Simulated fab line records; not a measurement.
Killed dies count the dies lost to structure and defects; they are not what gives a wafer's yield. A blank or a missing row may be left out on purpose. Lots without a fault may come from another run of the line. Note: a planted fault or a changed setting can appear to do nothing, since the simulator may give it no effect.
Which of the tools did it? -- flow sky130 -- 11 lots (33 wafers sampled), 1 step of a 708-step route

WHAT EACH GAUGE READ, for each wafer
SKY_VIA3_CD_MEAS_12: target cd 200 nm.
lot,measured,on,cdNm (nm)
L225,day 40 05:14,cdSem-02,200.4 199.6 197.2
L226,day 40 05:17,cdSem-01,199.2 198.5 199.3
L227,day 40 15:54,cdSem-02,198.4 198.9 200.5
L228,day 40 16:59,cdSem-02,199.5 199.7 200.5
L236,day 43 13:41,cdSem-02,199.7 199.1 199.6
L239,day 44 08:41,cdSem-02,201.7 201.6 200.9
L238,day 44 11:20,cdSem-01,197.3 199.9 198.0
L242,day 45 05:44,cdSem-01,199.4 199.6 198.8
L244,day 45 11:37,cdSem-02,199.6 200.5 199.3
L245,day 45 12:05,cdSem-02,201.3 200.5 201.1
L247,day 46 07:45,cdSem-02,197.3 198.0 197.7

WHAT TOOL EACH LOT RAN ON (gives the tool, then ch and the chambers of the sampled wafers, and finally the start)
Before these readings, the record contains no process step.

WHAT THE TOOLS THEMSELVES READ (means of the sampled wafers that have a number; where no wafer has one, the mark that the record gives instead)
The record holds no such reading with a usual standard deviation.

THE ANSWER, worked out from the rows above alone
Rule: the usual values come from the lots themselves. Put in order of their means at a reading, lots are off if they are a third of the lots or fewer, leave a main group of 4 or more, and stand apart from it by a gap of 3 or more times the standard deviation of the main group's means; of several such gaps the widest counts. A main group whose means are all the same, to the digits that the tables above print for the reading, isn't used. A lot without any number at a reading at which 4 lots or more have one is off too. The other lots that the step has rows for count as sound. After the gauges, taken in route order, come the tools' own readings; for these a lot's mean is taken, as printed above. At the first step where some lot is off, the reading lying furthest off is the one used; lots without a number count as furthest.
Nothing can be told from this: no lot is off at any reading shown.

WHAT THE SIMULATOR HAD PUT IN
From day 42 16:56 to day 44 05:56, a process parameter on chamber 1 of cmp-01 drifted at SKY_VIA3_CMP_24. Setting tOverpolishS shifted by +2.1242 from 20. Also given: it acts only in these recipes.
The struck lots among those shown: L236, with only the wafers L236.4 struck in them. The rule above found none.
